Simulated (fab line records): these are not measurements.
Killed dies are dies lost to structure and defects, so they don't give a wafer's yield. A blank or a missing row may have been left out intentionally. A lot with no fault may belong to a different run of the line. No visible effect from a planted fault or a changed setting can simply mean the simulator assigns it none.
Chamber matching ; flow gf180mcu ; GF_V3_ETCH_16 on rieDiel-02 has 4 sister chambers
The step etches BARC in N2/H2. 4 wafers are shown with their chamber, then 11 later ones without.

## WAFERS, EACH WITH ITS CHAMBER
wafer;chamber;drypumpMotorCurrentA (A)
L087.5;1;5.66
L087.6;0;6.09
L090.5;3;6.18
L092.3;2;5.76

## WAFERS MISSING THEIR CHAMBER
wafer;drypumpMotorCurrentA (A)
L092.4;6.09
L092.6;6.19
L094.2;6.06
L094.5;5.73
L094.6;6.18
L095.2;6.07
L095.5;6.06
L095.6;6.18
L097.1;5.67
L097.4;5.68
L097.5;6.19

## WHICH CHAMBER EACH ONE RAN IN
wafer;from the rows above;in truth
L092.4;0;0
L092.6;3;3
L094.2;0;0
L094.5;2;2
L094.6;3;3
L095.2;0;0
L095.5;0;0
L095.6;3;3
L097.1;1;1
L097.4;1;1
L097.5;3;3
11 of 11 placed correctly. Number that these rows cannot place: 0. Wrongly placed: 0.
How it was worked out, from the rows above alone: a wafer's distance from a chamber is the root of the sum, over the readings, of the square of ((its reading less the chamber's mean) divided by the reading's scatter). The wafer belongs to the nearest chamber; if the next one is less than 2 further off, it can't be placed. Each chamber's mean is taken over the wafers shown for it. The scatter (one wafer shown for each chamber): square how far every hidden wafer sits from the nearest shown wafer, average those squares and take the square root.
